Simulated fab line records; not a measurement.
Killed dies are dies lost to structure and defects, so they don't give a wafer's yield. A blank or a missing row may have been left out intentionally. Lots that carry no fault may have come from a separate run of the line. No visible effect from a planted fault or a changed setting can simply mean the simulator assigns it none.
Which tool is to blame? + flow gf180mcu + route of 602 steps, sampled at 1 step: 6 lots, 18 wafers

## WHAT THE GAUGES READ, wafer by wafer
GF_VT_IMPLANT_OVL_MEAS_18.
| lot  | measured     | on         | VT_IMPLANT_01_OVL (nm) |
|------|--------------|------------|------------------------|
| L637 | day 6 16:11  | overlay-02 | -0.9 0.4 -0.3          |
| L639 | day 7 11:10  | overlay-01 | 2.2 0.9 0.4            |
| L642 | day 8 00:49  | overlay-02 | -1.5 -1.4 -0.7         |
| L644 | day 8 14:11  | overlay-01 | -1.1 0.8 -0.5          |
| L646 | day 9 03:17  | overlay-02 | -0.9 3.2 -0.1          |
| L657 | day 12 00:43 | overlay-01 | 0.8 1.4 0.7            |

## TOOL THAT RAN EACH LOT (tool first, then ch and the chambers of the sampled wafers, then the start)
The record shows no process step preceding these readings.

## THE ANSWER, worked out from the rows above alone
Rule: usual is defined by the lots themselves. The widest of any qualifying gaps counts: lots, ordered by their means at a reading, are off when they make up no more than a third of the lots, leave a main group of 4 or more, and stand apart from it by 3 or more times the standard deviation of that group's means. A main group whose means are all the same, to the digits that the tables above print for the reading, isn't used. Also off: a lot with no number at a reading for which 4 or more lots have one. Where the step has rows for the other lots, those lots are counted as sound.
No lot is off at any reading shown: from this, nothing can be told.

## WHAT THE SIMULATOR HAD INSERTED
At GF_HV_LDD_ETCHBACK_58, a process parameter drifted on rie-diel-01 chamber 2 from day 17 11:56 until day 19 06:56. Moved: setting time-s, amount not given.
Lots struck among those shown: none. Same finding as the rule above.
